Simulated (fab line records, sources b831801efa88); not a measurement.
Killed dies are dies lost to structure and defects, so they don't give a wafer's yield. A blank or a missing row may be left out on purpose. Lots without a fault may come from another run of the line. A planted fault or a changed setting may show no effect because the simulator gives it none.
Which tool did it? | flow gf180mcu | 13 lots, 39 wafers sampled, at 4 steps of a route of 602

WHAT THE GAUGES READ, wafer by wafer
GF_TOP_METAL_OVL_MEAS_15. Usual: TOP_METAL_OVL 0.6 nm, standard deviation 1.5.
lot  | measured     | on         | TOP_METAL_OVL (nm) | flag
L575 | day 28 09:31 | overlay-02 | -0.3 -0.2 0.3      |
L579 | day 29 11:49 | overlay-01 | 1.9 0.8 2.6        |
L581 | day 30 05:12 | overlay-02 | 0.4 0.0 1.5        |
L582 | day 30 11:27 | overlay-01 | 0.5 3.5 2.6        |
L587 | day 32 05:28 | overlay-01 | 3.5 3.8 2.8        |
L588 | day 32 07:49 | overlay-01 | 0.9 0.1 1.3        |
L589 | day 32 10:55 | overlay-02 | 1.0 0.4 1.6        |
L590 | day 32 17:43 | overlay-02 | -0.3 0.7 -0.3      |
L592 | day 33 06:07 | overlay-02 | 1.1 0.8 0.8        |
L593 | day 33 12:04 | overlay-02 | 0.1 3.0 0.1        |
L594 | day 33 14:45 | overlay-01 | 0.4 -1.2 0.2       |
L595 | day 33 22:22 | overlay-01 | -1.0 0.7 0.3       |
L596 | day 34 04:13 | overlay-02 | -0.6 -0.9 -0.1     |

GF_PASSIVATION_BOW_MEAS_14. Usual: PASSIVATION_BOW 134 um, standard deviation 10.
lot  | measured     | on            | PASSIVATION_BOW (um) | flag
L575 | day 29 07:49 | film_metro-04 | 153 147 149          |
L579 | day 30 09:26 | film_metro-02 | 131 132 135          |
L581 | day 31 02:03 | film_metro-04 | 128 115 127          |
L582 | day 31 07:50 | film_metro-04 | 135 135 135          |
L587 | day 33 01:11 | film_metro-01 | 132 144 132          |
L588 | day 33 02:51 | film_metro-04 | 135 139 135          |
L589 | day 33 05:53 | film_metro-02 | 142 145 133          |
L590 | day 33 12:53 | film_metro-01 | 133 143 134          |
L592 | day 34 00:17 | film_metro-01 | 132 124 142          |
L593 | day 34 06:16 | film_metro-04 | 126 124 132          |
L594 | day 34 08:53 | film_metro-02 | 136 136 138          |
L595 | day 34 16:01 | film_metro-04 | 136 131 135          |
L596 | day 34 22:20 | film_metro-02 | 138 149 137          |

WHICH TOOL RAN EACH LOT (tool, then ch and the chambers of the sampled wafers, then the start)
lot  | GF_V3_CMP_26                  | GF_PASSIVATION_CVD_00
L575 | cmp-02 ch 0,1, day 22 19:55   | pecvd-03 ch 0,2, day 28 10:17
L579 | cmp-01 ch 1,2,3, day 24 01:30 | pecvd-04 ch 0,1,2, day 29 12:33
L581 | cmp-01 ch 1,2,3, day 24 22:40 | pecvd-03 ch 0,1, day 30 05:56
L582 | cmp-02 ch 1,2,3, day 25 06:35 | pecvd-03 ch 0,1,2, day 30 12:13
L587 | cmp-02 ch 0,3, day 27 06:57   | pecvd-03 ch 0,1,2, day 32 06:13
L588 | cmp-01 ch 0,3, day 27 09:49   | pecvd-04 ch 0,1,2, day 32 08:33
L589 | cmp-02 ch 1,3, day 27 14:34   | pecvd-03 ch 0,1, day 32 11:39
L590 | cmp-02 ch 1,2,3, day 27 20:28 | pecvd-03 ch 0,2, day 32 18:26
L592 | cmp-01 ch 0,1,3, day 28 13:26 | pecvd-04 ch 0,1,2, day 33 06:51
L593 | cmp-02 ch 0,2, day 28 19:43   | pecvd-04 ch 0,1,2, day 33 12:48
L594 | cmp-01 ch 0,1, day 28 23:17   | pecvd-04 ch 1,2, day 33 15:31
L595 | cmp-02 ch 0,1,2, day 29 08:31 | pecvd-03 ch 1,2, day 33 23:08
L596 | cmp-02 ch 1,2,3, day 29 14:57 | pecvd-02 ch 1,2, day 34 04:58
- GF_V3_CMP_26: polishes, stops on SiO2, t overpolish 15 s, target thk 0 nm.
- GF_PASSIVATION_CVD_00: deposits SiO2 from TEOS, target thk 1000 nm, time 116.6 s.

WHAT THE TOOLS THEMSELVES READ (means of the sampled wafers that have a number; where no wafer has one, the mark that the record gives instead)
GF_V3_CMP_26. Usual: motor_current_A 11.9 A, standard deviation 0.82; overpolish_run_s 15.000 s, standard deviation 0.0092; time_to_endpoint_s 85 s, standard deviation 3.3.
lot  | tool   | motor_current_A (A) | overpolish_run_s (s) | time_to_endpoint_s (s) | flag
L575 | cmp-02 | 11.7                | 15.007               | 87                     |
L579 | cmp-01 | 11.9                | 14.998               | 84                     |
L581 | cmp-01 | 11.8                | 14.992               | 83                     |
L582 | cmp-02 | 12.1                | 15.012               | 86                     |
L587 | cmp-02 | 12.6                | 14.999               | 89                     |
L588 | cmp-01 | 12.3                | 15.001               | 85                     |
L589 | cmp-02 | 12.6                | 14.993               | 87                     |
L590 | cmp-02 | 12.4                | 14.998               | 84                     |
L592 | cmp-01 | 11.4                | 14.993               | 83                     |
L593 | cmp-02 | 11.9                | 15.001               | 86                     |
L594 | cmp-01 | 10.9                | 14.987               | 84                     |
L595 | cmp-02 | 11.9                | 14.999               | 82                     |
L596 | cmp-02 | 12.5                | 15.000               | 86                     |

GF_PASSIVATION_CVD_00. Usual: heater_power_w 708 W, standard deviation 100.
lot  | tool     | heater_power_w (W) | flag
L575 | pecvd-03 | 823                |
L579 | pecvd-04 | 634                |
L581 | pecvd-03 | 748                |
L582 | pecvd-03 | 752                |
L587 | pecvd-03 | 710                |
L588 | pecvd-04 | 673                |
L589 | pecvd-03 | 794                |
L590 | pecvd-03 | 744                |
L592 | pecvd-04 | 667                |
L593 | pecvd-04 | 685                |
L594 | pecvd-04 | 782                |
L595 | pecvd-03 | 722                |
L596 | pecvd-02 | 567                |

THE ANSWER, worked out from the rows above alone
Rule: a lot is off if the mean of its wafers that have a number lies more than 3 standard deviations from the usual mean. A lot without any number at a reading at which 4 lots or more have one is off too. The other lots that the step has rows for count as sound. The gauges are gone through in route order, then the tools' own readings, and for those a lot's mean is taken as printed above. The first step at which some lot is off is used, and at that step the reading that is off furthest; a lot without a number counts as furthest.
No lot is off at any reading shown: from this, nothing can be told.

WHAT THE SIMULATOR HAD PUT IN
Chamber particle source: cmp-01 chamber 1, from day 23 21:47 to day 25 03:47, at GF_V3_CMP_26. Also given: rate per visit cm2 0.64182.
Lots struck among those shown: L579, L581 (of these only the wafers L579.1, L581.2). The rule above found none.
